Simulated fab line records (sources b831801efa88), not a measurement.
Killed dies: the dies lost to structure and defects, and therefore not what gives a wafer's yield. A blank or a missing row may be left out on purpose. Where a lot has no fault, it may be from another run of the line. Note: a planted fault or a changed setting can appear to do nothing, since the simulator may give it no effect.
Which of the tools did it? ; flow sfq_line ; route of 325 steps, sampled at 1 step: 14 lots, 42 wafers

WHAT THE GAUGES SHOWED, per wafer
The record holds no reading of a measuring or inspecting step that can be judged against a usual standard deviation.

TOOL THAT RAN EACH LOT (tool first, then ch and the chambers of the sampled wafers, then the start)
lot;SFQ_TRILAYER_I1_VIA_LITHO_PEB_052
L791;litho_track-03 ch 0, day 18 16:08
L795;litho_track-04 ch 0, day 20 05:26
L797;litho_track-02 ch 0, day 21 09:44
L798;litho_track-02 ch 0, day 22 01:11
L800;litho_track-03 ch 0, day 23 08:19
L801;litho_track-04 ch 0, day 23 17:58
L803;litho_track-02 ch 0, day 24 09:32
L806;litho_track-02 ch 0, day 25 12:22
L807;litho_track-04, day 25 19:35
L808;litho_track-02, day 26 00:23
L811;litho_track-04 ch 0, day 27 05:13
L812;litho_track-03 ch 0, day 27 16:07
L813;litho_track-02 ch 0, day 33 21:18
L814;litho_track-04 ch 0, day 34 05:49
- SFQ_TRILAYER_I1_VIA_LITHO_PEB_052: peb time 60 s.

WHAT THE TOOLS THEMSELVES READ (means of the sampled wafers that have a number; where no wafer has one, the mark that the record gives instead)
SFQ_TRILAYER_I1_VIA_LITHO_PEB_052. Usual: chill_plate_temp_C 22.99 C, standard deviation 0.1; exhaust_pa 44.9 Pa, standard deviation 1.1.
lot;tool;chill_plate_temp_C (C);exhaust_pa (Pa);flag
L791;litho_track-03;22.98;46.5;
L795;litho_track-04;22.86;45.6;
L797;litho_track-02;23.05;44.8;
L798;litho_track-02;22.95;44.2;
L800;litho_track-03;23.02;44.4;
L801;litho_track-04;22.94;45.2;
L803;litho_track-02;22.97;45.2;
L806;litho_track-02;22.93;44.7;
L807;litho_track-04;-;-;OFF
L808;litho_track-02;-;-;OFF
L811;litho_track-04;22.76;44.7;
L812;litho_track-03;22.90;45.9;
L813;litho_track-02;23.08;43.9;
L814;litho_track-04;22.98;46.0;

THE ANSWER, worked out from the rows above alone
Rule: take the mean of a lot's wafers that have a number; if it is more than 3 standard deviations from the usual mean, the lot is off. A lot without any number at a reading at which 4 lots or more have one is off too. Any other lot the step has rows for is counted as sound. First the gauges in route order, then the tools' own readings, where a lot's mean is used as printed above. The first step at which some lot is off is used, and at that step the reading that is off furthest; a lot without a number counts as furthest.
Off, at SFQ_TRILAYER_I1_VIA_LITHO_PEB_052 on chill_plate_temp_C: L807, L808. Without a number there: L807, L808.
If a tool, at that step or one of the process steps before it, ran each lot that is off and ran no sound lot following the first of them, it fits. No candidate that was tried fits.

WHAT THE SIMULATOR PUT IN
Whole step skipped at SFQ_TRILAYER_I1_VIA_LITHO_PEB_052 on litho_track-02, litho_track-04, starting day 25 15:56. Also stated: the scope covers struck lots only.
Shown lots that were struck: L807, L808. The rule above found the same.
